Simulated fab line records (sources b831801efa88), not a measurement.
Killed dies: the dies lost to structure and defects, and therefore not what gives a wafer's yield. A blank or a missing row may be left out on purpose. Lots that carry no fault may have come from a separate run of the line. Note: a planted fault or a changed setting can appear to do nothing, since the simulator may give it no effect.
fab line records | flow sfqLine
record lots=14 | wafers=42 | lastDay=91
route steps=325 shown L0@3 M2@101 I2@116 M8@323
lots untouched by any fault: they come from a run of this same line in which no faults occurred
startH: hours from the record's opening day to when the first of the lot's shown wafers began | waitH: how many hours have passed since the lot's step before this one | " same as the row above | L1.1+2: several wafers, shown together as one row | - value missing, or start not given | * or withheld: withheld | < > ~ a bound
route shown NAME@n: names a module that has steps shown in the file, with the first one's number in the route | usual: the fault-free wafers' mean and standard deviation | same: alike in all rows | chamber/n: place in a boat | sites: per-site readings | _std_site: their standard deviation | _edge_site: mean of outer sites minus mean of inner sites | radiusMm: how far each site lies from the wafer's centre | mask NAME#n: copy n | behind: the most recent tool/chamber to have shaped the wafer | hold: why the lot was held/for how many hours/how that ended | device: names the non-switching transistor (n, p or np) | end of line: at the end of the route, the tests of the same wafers | where a step has no rows: the recipe by itself | killed: dies lost to structure and defects at the first sort, not the wafer's yield | map: a wafer's dies, marking killed ones x, the rest . and places with no die _
set.NAME: the setting as run; set.NAME@STEP: as run at that earlier step | model.NAME: the simulator's own value behind a step, which no gauge read
route steps across a sampled set of lots; one table per step, one row per wafer
services: when a tool's chamber went out of use (startH, in hours from the record's first day, below 0 if earlier), for how many hours, and the reason
## steps
# step SFQ_TRILAYER_L0_DEP_SPUTTER_003
# recipe material=MoNx_KI | basePressurePa=1.33e-06 | targetThkNm=40 | powerW=800 | timeS=100 | chamberPressurePa=0.4
# usual throttleValvePct=30.0/1.2
lot.wafer | tool          | chamber | startH | waitH | throttleValvePct
L267.2    | pvdSputter-03 | -       | 12.49  | 0.0   | 29.6
L267.4    | "             | -       | "      | "     | 28.7
L267.5    | "             | -       | "      | "     | 30.7
L268.1    | pvdSputter-05 | -       | 17.49  | 0.0   | 29.4
L268.2    | "             | -       | "      | "     | 31.9
L268.3    | "             | -       | "      | "     | 31.2
L269.1    | pvdSputter-05 | -       | 22.49  | 0.0   | 32.1
L269.2    | "             | -       | "      | "     | 30.2
L269.3    | "             | -       | "      | "     | 31.3
L270.1    | pvdSputter-03 | -       | 27.49  | 0.0   | 30.1
L270.4    | "             | -       | "      | "     | 30.9
L270.5    | "             | -       | "      | "     | 28.1
L271.1    | pvdSputter-03 | -       | 32.49  | 0.0   | 29.8
L271.2    | "             | -       | "      | "     | 28.5
L271.6    | "             | -       | "      | "     | 29.7
L272.1    | pvdSputter-03 | -       | 37.49  | 0.0   | 30.7
L272.3    | "             | -       | "      | "     | 29.7
L272.4    | "             | -       | "      | "     | 28.4
L273.2    | pvdSputter-05 | -       | 42.49  | 0.0   | 31.9
L273.4    | "             | -       | "      | "     | 29.4
L273.5    | "             | -       | "      | "     | 30.4
L275.1    | pvdSputter-04 | -       | 52.49  | 0.0   | 29.7
L275.4    | "             | -       | "      | "     | 30.5
L275.6    | "             | -       | "      | "     | 30.0
L276.1    | pvdSputter-04 | -       | 57.49  | 0.0   | 30.7
L276.3    | "             | -       | "      | "     | 30.1
L276.5    | "             | -       | "      | "     | 31.6
L278.1    | pvdSputter-03 | -       | 67.49  | 0.0   | 30.8
L278.2    | "             | -       | "      | "     | 29.9
L278.5    | "             | -       | "      | "     | 28.2
L279.1    | pvdSputter-05 | -       | 72.49  | 0.0   | 29.6
L279.4    | "             | -       | "      | "     | 31.2
L279.6    | "             | -       | "      | "     | 31.0
L287.2    | pvdSputter-03 | -       | 112.49 | 0.0   | 29.8
L287.5    | "             | -       | "      | "     | 28.3
L287.6    | "             | -       | "      | "     | 30.7
L288.1    | pvdSputter-03 | -       | 117.49 | 0.0   | 29.8
L288.2    | "             | -       | "      | "     | 28.2
L288.5    | "             | -       | "      | "     | 29.8
L289.2    | pvdSputter-05 | -       | 122.49 | 0.0   | 30.1
L289.3    | "             | -       | "      | "     | 29.6
L289.5    | "             | -       | "      | "     | 31.3
# step SFQ_L0_RS_MEAS_901
# recipe thkMeasGauge=four-point-probe | reads=MoNx_KI_of_TRILAYER_L0_DEP_SPUTTER_003
# usual L0_MONX_KI_RS=43.4/0.58
lot.wafer | tool         | chamber | startH | waitH | L0_MONX_KI_RS[ohm/sq]
L267.2    | filmMetro-04 | -       | 12.58  | 0.1   | 43.5
L267.4    | "            | -       | "      | "     | 43.8
L267.5    | "            | -       | "      | "     | 43.7
L268.1    | filmMetro-04 | -       | 17.56  | 0.0   | 43.6
L268.2    | "            | -       | "      | "     | 44.2
L268.3    | "            | -       | "      | "     | 43.9
L269.1    | filmMetro-04 | -       | 22.56  | 0.0   | 44.1
L269.2    | "            | -       | "      | "     | 44.0
L269.3    | "            | -       | "      | "     | 43.6
L270.1    | filmMetro-03 | -       | 27.56  | 0.0   | 42.9
L270.4    | "            | -       | "      | "     | 42.8
L270.5    | "            | -       | "      | "     | 42.5
L271.1    | filmMetro-04 | -       | 32.56  | 0.0   | 43.6
L271.2    | "            | -       | "      | "     | 42.8
L271.6    | "            | -       | "      | "     | 43.4
L272.1    | filmMetro-03 | -       | 37.56  | 0.0   | 43.9
L272.3    | "            | -       | "      | "     | 44.1
L272.4    | "            | -       | "      | "     | 43.4
L273.2    | filmMetro-04 | -       | 42.58  | 0.1   | 43.5
L273.4    | "            | -       | "      | "     | 43.5
L273.5    | "            | -       | "      | "     | 43.6
L275.1    | filmMetro-01 | -       | 52.56  | 0.0   | 43.5
L275.4    | "            | -       | "      | "     | 43.5
L275.6    | "            | -       | "      | "     | 43.0
L276.1    | filmMetro-03 | -       | 57.56  | 0.0   | 44.5
L276.3    | "            | -       | "      | "     | 44.2
L276.5    | "            | -       | "      | "     | 44.5
L278.1    | filmMetro-01 | -       | 67.56  | 0.0   | 43.6
L278.2    | "            | -       | "      | "     | 42.5
L278.5    | "            | -       | "      | "     | 42.6
L279.1    | filmMetro-01 | -       | 72.56  | 0.0   | 44.1
L279.4    | "            | -       | "      | "     | 43.5
L279.6    | "            | -       | "      | "     | 43.5
L287.2    | filmMetro-04 | -       | 112.58 | 0.1   | 58.3
L287.5    | "            | -       | "      | "     | 42.0
L287.6    | "            | -       | "      | "     | 43.4
L288.1    | filmMetro-03 | -       | 117.56 | 0.0   | 58.0
L288.2    | "            | -       | "      | "     | 42.4
L288.5    | "            | -       | "      | "     | 58.3
L289.2    | filmMetro-03 | -       | 122.58 | 0.1   | 44.4
L289.3    | "            | -       | "      | "     | 43.9
L289.5    | "            | -       | "      | "     | 44.1
# step SFQ_L0_THK_MEAS_902
# recipe thkMeasGauge=xrf | reads=MoNx_KI_of_TRILAYER_L0_DEP_SPUTTER_003
# usual L0_MONX_KI_THK=40.6/0.55
lot.wafer | tool         | chamber | startH | waitH | L0_MONX_KI_THK[nm]
L267.2    | filmMetro-04 | -       | 12.69  | 0.1   | 40.5
L267.4    | "            | -       | "      | "     | 40.4
L267.5    | "            | -       | "      | "     | 40.3
L268.1    | filmMetro-04 | -       | 17.68  | 0.1   | 40.6
L268.2    | "            | -       | "      | "     | 40.0
L268.3    | "            | -       | "      | "     | 40.3
L269.1    | filmMetro-04 | -       | 22.68  | 0.1   | 40.3
L269.2    | "            | -       | "      | "     | 40.2
L269.3    | "            | -       | "      | "     | 40.5
L270.1    | filmMetro-03 | -       | 27.68  | 0.1   | 40.6
L270.4    | "            | -       | "      | "     | 40.7
L270.5    | "            | -       | "      | "     | 41.0
L271.1    | filmMetro-04 | -       | 32.68  | 0.1   | 40.5
L271.2    | "            | -       | "      | "     | 41.1
L271.6    | "            | -       | "      | "     | 40.7
L272.1    | filmMetro-03 | -       | 37.68  | 0.1   | 39.5
L272.3    | "            | -       | "      | "     | 39.7
L272.4    | "            | -       | "      | "     | 39.9
L273.2    | filmMetro-04 | -       | 42.69  | 0.1   | 40.5
L273.4    | "            | -       | "      | "     | 40.5
L273.5    | "            | -       | "      | "     | 40.6
L275.1    | filmMetro-01 | -       | 52.68  | 0.1   | 40.8
L275.4    | "            | -       | "      | "     | 40.6
L275.6    | "            | -       | "      | "     | 41.3
L276.1    | filmMetro-03 | -       | 57.68  | 0.1   | 39.3
L276.3    | "            | -       | "      | "     | 39.7
L276.5    | "            | -       | "      | "     | 39.3
L278.1    | filmMetro-01 | -       | 67.68  | 0.1   | 40.6
L278.2    | "            | -       | "      | "     | 41.8
L278.5    | "            | -       | "      | "     | 41.9
L279.1    | filmMetro-01 | -       | 72.68  | 0.1   | 40.2
L279.4    | "            | -       | "      | "     | 40.7
L279.6    | "            | -       | "      | "     | 40.8
L287.2    | filmMetro-04 | -       | 112.69 | 0.1   | 30.2
L287.5    | "            | -       | "      | "     | 41.8
L287.6    | "            | -       | "      | "     | 40.3
L288.1    | filmMetro-03 | -       | 117.68 | 0.1   | 30.2
L288.2    | "            | -       | "      | "     | 41.2
L288.5    | "            | -       | "      | "     | 30.1
L289.2    | filmMetro-03 | -       | 122.69 | 0.1   | 39.4
L289.3    | "            | -       | "      | "     | 40.0
L289.5    | "            | -       | "      | "     | 39.8
# step SFQ_TRILAYER_L0_ETCH_METAL_ETCH_008
# recipe target=MoNx_KI | stopOn=SiO2 | maskMaterial=PR | chemistry=SF6/O2 | targetDepthNm=50 | icpW=600 | biasW=80 | pressureMtorr=10 | timeS=25
# usual drypumpMotorCurrentA=5.3/0.49 | heBacksideLeakSccm=3.4/0.31 | oesProductAu=0.875/0.0078
lot.wafer | tool        | chamber | startH | waitH | drypumpMotorCurrentA | heBacksideLeakSccm | oesProductAu | rfHoursCounterH
L267.2    | rieMetal-02 | 1       | 34.54  | 0.0   | 4.9                  | 3.4                | 0.872        | 52
L267.4    | "           | 1       | "      | "     | 4.9                  | 3.3                | 0.874        | -
L267.5    | "           | 0       | "      | "     | 5.7                  | 3.6                | 0.880        | -
L268.1    | rieMetal-02 | 1       | 36.94  | 0.0   | 4.9                  | 3.3                | 0.880        | 53
L268.2    | "           | 0       | "      | "     | 5.7                  | 3.4                | 0.870        | 151
L268.3    | "           | 1       | "      | "     | 4.9                  | 3.4                | 0.867        | -
L269.1    | rieMetal-03 | 1       | 38.14  | 0.0   | 6.3                  | 3.3                | 0.864        | 17
L269.2    | "           | 0       | "      | "     | 4.9                  | 3.3                | 0.875        | 63
L269.3    | "           | 0       | "      | "     | 5.0                  | 3.2                | 0.880        | -
L270.1    | rieMetal-03 | 1       | 40.54  | 0.0   | 6.2                  | 3.5                | 0.892        | 17
L270.4    | "           | 0       | "      | "     | 5.0                  | 3.4                | 0.886        | -
L270.5    | "           | 0       | "      | "     | 5.0                  | 3.2                | 0.878        | -
L271.1    | rieMetal-03 | 1       | 42.94  | 0.0   | 6.2                  | 3.3                | 0.878        | 18
L271.2    | "           | 0       | "      | "     | 5.0                  | 3.3                | 0.877        | 63
L271.6    | "           | 0       | "      | "     | 5.0                  | 3.2                | 0.874        | -
L272.1    | rieMetal-04 | 1       | 44.14  | 0.0   | 4.9                  | 3.7                | 0.873        | 8
L272.3    | "           | 0       | "      | "     | 5.4                  | 3.3                | 0.868        | -
L272.4    | "           | 1       | "      | "     | 4.9                  | 3.6                | 0.874        | -
L273.2    | rieMetal-02 | 0       | 45.34  | 0.0   | 5.7                  | 3.5                | 0.874        | 152
L273.4    | "           | 1       | "      | "     | 4.8                  | 3.3                | 0.874        | -
L273.5    | "           | 1       | "      | "     | 4.8                  | 3.3                | 0.873        | -
L275.1    | rieMetal-03 | 0       | 70.92  | 0.0   | 5.0                  | 3.4                | 0.869        | 69
L275.4    | "           | 1       | "      | "     | 6.3                  | 3.5                | 0.880        | -
L275.6    | "           | 0       | "      | "     | 4.9                  | 3.3                | 0.882        | -
L276.1    | rieMetal-04 | 0       | 76.76  | 0.0   | 5.4                  | 3.1                | 0.868        | 152
L276.3    | "           | 0       | "      | "     | 5.4                  | 3.2                | 0.868        | -
L276.5    | "           | 1       | "      | "     | 4.9                  | 3.6                | 0.864        | -
L278.1    | rieMetal-04 | 0       | 91.16  | 0.0   | 5.4                  | 3.4                | 0.880        | 155
L278.2    | "           | 1       | "      | "     | 4.9                  | 3.8                | 0.883        | 17
L278.5    | "           | 0       | "      | "     | 5.4                  | 3.5                | 0.885        | -
L279.1    | rieMetal-02 | 0       | 97.16  | 0.0   | 5.7                  | 3.3                | 0.859        | 163
L279.4    | "           | 0       | "      | "     | 5.7                  | 3.4                | 0.872        | -
L279.6    | "           | 0       | "      | "     | 5.7                  | 3.1                | 0.873        | -
L287.2    | rieMetal-03 | 1       | 182.49 | 0.0   | 6.2                  | 3.5                | 0.751        | 31
L287.5    | "           | 0       | "      | "     | 5.0                  | 3.4                | 0.895        | -
L287.6    | "           | 1       | "      | "     | 6.2                  | 3.5                | 0.882        | -
L288.1    | rieMetal-03 | 0       | 192.09 | 0.0   | 5.0                  | 3.3                | 0.752        | 93
L288.2    | "           | 1       | "      | "     | 6.3                  | 3.4                | 0.890        | 32
L288.5    | "           | 0       | "      | "     | 5.0                  | 3.3                | 0.740        | -
L289.2    | rieMetal-04 | 0       | 201.69 | 0.0   | 5.4                  | 3.4                | 0.863        | 169
L289.3    | "           | 0       | "      | "     | 5.4                  | 3.5                | 0.863        | -
L289.5    | "           | 0       | "      | "     | 5.4                  | 3.4                | 0.863        | -
# step SFQ_TRILAYER_M2_STRIP_STRIP_061
# recipe gas=O2 | powerW=200 | platenTempC=40 | overashFraction=0.65 | chemistry=O2 | pressureMtorr=50
# usual drypumpMotorCurrentA=5.5/0.44 | heBacksideLeakSccm=3.45/0.24 | oesProductAu=0.993/0.008
lot.wafer | tool        | chamber | startH | waitH | drypumpMotorCurrentA | heBacksideLeakSccm | oesProductAu | rfHoursCounterH
L267.2    | rieMetal-01 | 1       | 708.01 | 0.1   | 5.7                  | 3.79               | 1.003        | 44
L267.4    | "           | 0       | "      | "     | 6.0                  | 3.51               | 0.980        | -
L267.5    | "           | 0       | "      | "     | 6.0                  | 3.48               | 0.986        | -
L268.1    | rieMetal-04 | 1       | 715.21 | 0.1   | 5.0                  | 3.82               | 0.986        | 110
L268.2    | "           | 0       | "      | "     | 5.4                  | 3.22               | 1.000        | 55
L268.3    | "           | 1       | "      | "     | 5.0                  | 3.69               | 0.992        | -
L269.1    | rieMetal-02 | 0       | 725.00 | 0.2   | 5.7                  | 3.26               | 0.983        | 58
L269.2    | "           | 0       | "      | "     | 5.7                  | 3.35               | 0.988        | -
L269.3    | "           | 0       | "      | "     | 5.7                  | 3.23               | 0.995        | -
L270.1    | rieMetal-02 | 1       | 734.41 | 0.1   | 4.8                  | 3.14               | 0.981        | 1
L270.4    | "           | 1       | "      | "     | 4.8                  | 3.11               | 1.000        | -
L270.5    | "           | 0       | "      | "     | 5.7                  | 3.34               | 0.992        | -
L271.1    | rieMetal-02 | 0       | 739.34 | 0.1   | 5.7                  | 3.26               | 0.992        | 60
L271.2    | "           | 1       | "      | "     | 4.8                  | 3.20               | 0.990        | 1
L271.6    | "           | 0       | "      | "     | 5.7                  | 3.40               | 0.986        | -
L272.1    | rieMetal-04 | 1       | 757.45 | 0.1   | 5.0                  | 3.83               | 0.972        | 116
L272.3    | "           | 1       | "      | "     | 5.0                  | 3.71               | 0.990        | -
L272.4    | "           | 0       | "      | "     | 5.4                  | 3.35               | 1.007        | -
L273.2    | rieMetal-02 | 1       | 763.25 | 0.1   | 4.8                  | 3.15               | 0.999        | 5
L273.4    | "           | 1       | "      | "     | 4.8                  | 3.19               | 0.997        | -
L273.5    | "           | 1       | "      | "     | 4.8                  | 3.07               | 0.990        | -
L275.1    | rieMetal-02 | 1       | 782.57 | 0.1   | 4.8                  | 3.25               | 0.991        | 8
L275.4    | "           | 1       | "      | "     | 4.8                  | 3.14               | 0.999        | -
L275.6    | "           | 0       | "      | "     | 5.7                  | 3.33               | 0.997        | -
L276.1    | rieMetal-01 | 1       | 793.37 | 0.1   | 5.8                  | 3.49               | 0.998        | 57
L276.3    | "           | 0       | "      | "     | 6.0                  | 3.65               | 1.001        | -
L276.5    | "           | 0       | "      | "     | 6.0                  | 3.86               | 0.994        | -
L278.1    | rieMetal-01 | 0       | 825.29 | 0.1   | 6.0                  | 3.49               | 1.001        | 105
L278.2    | "           | 1       | "      | "     | 5.8                  | 3.63               | 0.994        | 61
L278.5    | "           | 1       | "      | "     | 5.8                  | 3.53               | 1.010        | -
L279.1    | rieMetal-02 | 0       | 843.49 | 0.1   | 5.7                  | 3.21               | 0.985        | 75
L279.4    | "           | 0       | "      | "     | 5.7                  | 3.14               | 0.996        | -
L279.6    | "           | 0       | "      | "     | 5.7                  | 3.21               | 0.977        | -
L287.2    | rieMetal-04 | 0       | 868.82 | 0.1   | 5.4                  | 3.13               | 0.997        | 79
L287.5    | "           | 1       | "      | "     | 5.0                  | 3.90               | 0.994        | -
L287.6    | "           | 0       | "      | "     | 5.4                  | 3.22               | 0.997        | -
L288.1    | rieMetal-04 | 1       | 872.42 | 0.1   | 4.9                  | 3.81               | 0.987        | 134
L288.2    | "           | 0       | "      | "     | 5.5                  | 3.65               | 0.999        | 80
L288.5    | "           | 0       | "      | "     | 5.4                  | 3.38               | 0.997        | -
L289.2    | rieMetal-01 | 1       | 873.62 | 0.1   | 5.8                  | 3.35               | 0.997        | 68
L289.3    | "           | 1       | "      | "     | 5.8                  | 3.54               | 1.002        | -
L289.5    | "           | 1       | "      | "     | 5.8                  | 3.55               | 1.011        | -
# step SFQ_TRILAYER_I2_VIA_STRIP_STRIP_071
# recipe gas=O2 | powerW=200 | platenTempC=40 | overashFraction=0.65 | chemistry=O2 | pressureMtorr=50
# usual drypumpMotorCurrentA=5.6/0.55 | heBacksideLeakSccm=3.5/0.4 | oesProductAu=0.995/0.008
lot.wafer | tool        | chamber | startH  | waitH | drypumpMotorCurrentA | heBacksideLeakSccm | oesProductAu | rfHoursCounterH
L267.2    | rieMetal-01 | 0       | 859.19  | -     | 6.0                  | 3.6                | 0.990        | 110
L267.4    | "           | 1       | "       | "     | 5.8                  | 3.7                | 0.993        | -
L267.5    | "           | 0       | "       | "     | 6.0                  | 3.3                | 0.996        | -
L268.1    | rieMetal-03 | 1       | 866.39  | -     | 6.2                  | 5.1                | 1.001        | 118
L268.2    | "           | 0       | "       | "     | 5.0                  | 3.3                | 0.998        | 29
L268.3    | "           | 0       | "       | "     | 5.0                  | 3.3                | 0.998        | -
L269.1    | rieMetal-03 | 0       | 874.79  | -     | 4.9                  | 3.3                | 0.996        | 30
L269.2    | "           | 1       | "       | "     | 6.2                  | 3.6                | 1.002        | 119
L269.3    | "           | 0       | "       | "     | 5.0                  | 3.3                | 0.995        | -
L270.1    | rieMetal-03 | 0       | 879.59  | -     | 5.0                  | 3.2                | 0.992        | 31
L270.4    | "           | 1       | "       | "     | 6.2                  | 3.6                | 1.004        | -
L270.5    | "           | 0       | "       | "     | 5.0                  | 3.2                | 1.004        | -
L271.1    | rieMetal-03 | 0       | 883.19  | -     | 5.0                  | 3.3                | 1.002        | 31
L271.2    | "           | 1       | "       | "     | 6.3                  | 3.8                | 0.996        | 121
L271.6    | "           | 0       | "       | "     | 5.0                  | 3.5                | 0.991        | -
L272.1    | rieMetal-02 | 0       | 907.19  | -     | 5.7                  | 3.3                | 0.991        | 88
L272.3    | "           | 1       | "       | "     | 4.8                  | 3.4                | 1.002        | -
L272.4    | "           | 0       | "       | "     | 5.7                  | 3.2                | 0.986        | -
L273.2    | rieMetal-01 | 1       | 910.79  | -     | 5.8                  | 3.5                | 0.987        | 73
L273.4    | "           | 1       | "       | "     | 5.8                  | 3.9                | 0.999        | -
L273.5    | "           | 1       | "       | "     | 5.8                  | 3.5                | 0.998        | -
L275.1    | rieMetal-01 | 1       | 933.59  | -     | 5.8                  | 3.8                | 0.996        | 77
L275.4    | "           | 0       | "       | "     | 6.0                  | 3.7                | 1.005        | -
L275.6    | "           | 0       | "       | "     | 6.0                  | 3.5                | 0.998        | -
L276.1    | rieMetal-03 | 1       | 941.99  | -     | 6.2                  | 3.4                | 1.012        | 5
L276.3    | "           | 1       | "       | "     | 6.2                  | 3.4                | 1.008        | -
L276.5    | "           | 0       | "       | "     | 5.0                  | 3.2                | 0.998        | -
L278.1    | rieMetal-02 | 1       | 974.82  | -     | 4.8                  | 3.5                | 0.992        | 39
L278.2    | "           | 0       | "       | "     | 5.7                  | 3.2                | 0.987        | 97
L278.5    | "           | 1       | "       | "     | 4.8                  | 3.3                | 0.995        | -
L279.1    | rieMetal-03 | 0       | 991.75  | -     | 5.0                  | 3.5                | 0.990        | 53
L279.4    | "           | 0       | "       | "     | 5.0                  | 3.3                | 0.989        | -
L279.6    | "           | 1       | "       | "     | 6.2                  | 3.5                | 0.997        | -
L287.2    | rieMetal-03 | 0       | 1020.55 | -     | 5.0                  | 3.3                | 0.992        | 56
L287.5    | "           | 1       | "       | "     | 6.2                  | 3.5                | 1.003        | -
L287.6    | "           | 0       | "       | "     | 5.0                  | 3.2                | 0.987        | -
L288.1    | rieMetal-03 | 1       | 1028.00 | -     | 6.2                  | 3.3                | 1.006        | 17
L288.2    | "           | 0       | "       | "     | 4.9                  | 3.3                | 0.992        | 56
L288.5    | "           | 1       | "       | "     | 6.2                  | 3.4                | 1.006        | -
L289.2    | rieMetal-03 | 0       | 1032.80 | -     | 5.0                  | 3.5                | 0.986        | 57
L289.3    | "           | 1       | "       | "     | 6.2                  | 3.5                | 0.988        | -
L289.5    | "           | 1       | "       | "     | 6.2                  | 3.6                | 0.996        | -
# step SFQ_M8_THK_MEAS_950
# recipe thkMeasGauge=xrf | reads=Au_of_TRILAYER_M8_DEP_EVAP_196
# usual M8_AU_THK=180.1/2.4
lot.wafer | tool         | chamber | startH  | waitH | M8_AU_THK[nm]
L267.2    | filmMetro-03 | -       | 1912.35 | 0.1   | 178.7
L267.4    | "            | -       | "       | "     | 183.9
L267.5    | "            | -       | "       | "     | 182.4
L268.1    | filmMetro-04 | -       | 1913.54 | 0.1   | 176.7
L268.2    | "            | -       | "       | "     | 179.4
L268.3    | "            | -       | "       | "     | 176.5
L269.1    | filmMetro-03 | -       | 1918.34 | 0.1   | 180.1
L269.2    | "            | -       | "       | "     | 179.0
L269.3    | "            | -       | "       | "     | 175.9
L270.1    | filmMetro-02 | -       | 1926.74 | 0.1   | 180.8
L270.4    | "            | -       | "       | "     | 180.0
L270.5    | "            | -       | "       | "     | 183.0
L271.1    | filmMetro-03 | -       | 1930.34 | 0.1   | 178.1
L271.2    | "            | -       | "       | "     | 180.5
L271.6    | "            | -       | "       | "     | 179.8
L272.1    | filmMetro-03 | -       | 1935.14 | 0.1   | 177.8
L272.3    | "            | -       | "       | "     | 178.4
L272.4    | "            | -       | "       | "     | 178.6
L273.2    | filmMetro-03 | -       | 1939.95 | 0.1   | 178.8
L273.4    | "            | -       | "       | "     | 179.0
L273.5    | "            | -       | "       | "     | 177.1
L275.1    | filmMetro-03 | -       | 1953.14 | 0.1   | 177.3
L275.4    | "            | -       | "       | "     | 176.0
L275.6    | "            | -       | "       | "     | 176.3
L276.1    | filmMetro-02 | -       | 1984.34 | 0.1   | 179.5
L276.3    | "            | -       | "       | "     | 181.8
L276.5    | "            | -       | "       | "     | 182.6
L278.1    | filmMetro-02 | -       | 2011.39 | 0.1   | 186.3
L278.2    | "            | -       | "       | "     | 184.6
L278.5    | "            | -       | "       | "     | 184.0
L279.1    | filmMetro-03 | -       | 2012.59 | 0.1   | 178.2
L279.4    | "            | -       | "       | "     | 178.4
L279.6    | "            | -       | "       | "     | 178.3
L287.2    | filmMetro-03 | -       | 2175.10 | 0.1   | 175.5
L287.5    | "            | -       | "       | "     | 175.1
L287.6    | "            | -       | "       | "     | 177.1
L288.1    | filmMetro-03 | -       | 2177.49 | 0.1   | 179.9
L288.2    | "            | -       | "       | "     | 182.0
L288.5    | "            | -       | "       | "     | 179.2
L289.2    | filmMetro-02 | -       | 2182.30 | 0.1   | 181.4
L289.3    | "            | -       | "       | "     | 183.4
L289.5    | "            | -       | "       | "     | 184.1
## services
tool          | chamber | startH  | hours | kind
rieMetal-01   | 0       | 8.69    | 1.1   | repair
pvdSputter-03 | -       | 72.13   | 6.0   | repair
rieMetal-03   | 1       | 82.82   | 49.6  | repair
pvdSputter-03 | -       | 84.33   | 1.3   | repair
rieMetal-02   | -       | 93.27   | 1.0   | repair
rieMetal-04   | 0       | 112.50  | 2.6   | repair
rieMetal-02   | -       | 150.44  | 0.4   | repair
rieMetal-02   | -       | 167.36  | 0.7   | repair
rieMetal-03   | 1       | 221.69  | 64.5  | repair
rieMetal-04   | 0       | 305.99  | 1.0   | repair
rieMetal-04   | -       | 358.59  | 2.8   | pm
rieMetal-02   | 0       | 384.84  | 5.2   | repair
rieMetal-04   | -       | 468.62  | 0.7   | repair
rieMetal-03   | 0       | 510.16  | 6.1   | repair
rieMetal-02   | 0       | 635.68  | 17.1  | repair
rieMetal-02   | 1       | 647.96  | 6.1   | repair
rieMetal-04   | -       | 744.92  | 0.8   | repair
rieMetal-02   | 0       | 811.23  | 11.3  | repair
rieMetal-02   | 1       | 856.45  | 21.3  | repair
rieMetal-03   | -       | 888.97  | 1.4   | pm
rieMetal-04   | 1       | 924.16  | 25.1  | repair
rieMetal-02   | 0       | 938.66  | 11.7  | repair
rieMetal-03   | 1       | 948.62  | 3.9   | repair
rieMetal-03   | -       | 1017.68 | 2.8   | pm
## key
firstSign step=SFQ_L0_RS_MEAS_901 | reading=L0_MONX_KI_RS | direction=up | sigmas=25 | usual=43.4 | struck=58.2
effect step=SFQ_L0_THK_MEAS_902 | reading=L0_MONX_KI_THK | direction=down | sigmas=19 | usual=40.6 | struck=30.2
effect step=SFQ_TRILAYER_L0_ETCH_METAL_ETCH_008 | reading=oesProductAu | direction=down | sigmas=16 | usual=0.875 | struck=0.748
metAt SFQ_TRILAYER_L0_DEP_SPUTTER_003
struckLots L287,L288
struckWafers L287.2,L288.1,L288.5
notActingAt SFQ_TRILAYER_M2_STRIP_STRIP_061,SFQ_TRILAYER_I2_VIA_STRIP_STRIP_071,SFQ_M8_THK_MEAS_950
onsetBetween 67.49 112.49
fault kind=processParameterDrift | tool=pvdSputter-03 | chamber=- | onsetH=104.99 | steps=SFQ_TRILAYER_L0_DEP_SPUTTER_003 | channel=targetThkNm | offset=-10.558 | shape=step | endH=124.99 | actsIn=theseRecipesOnly | stated=40 | scope=struckWafersOnly
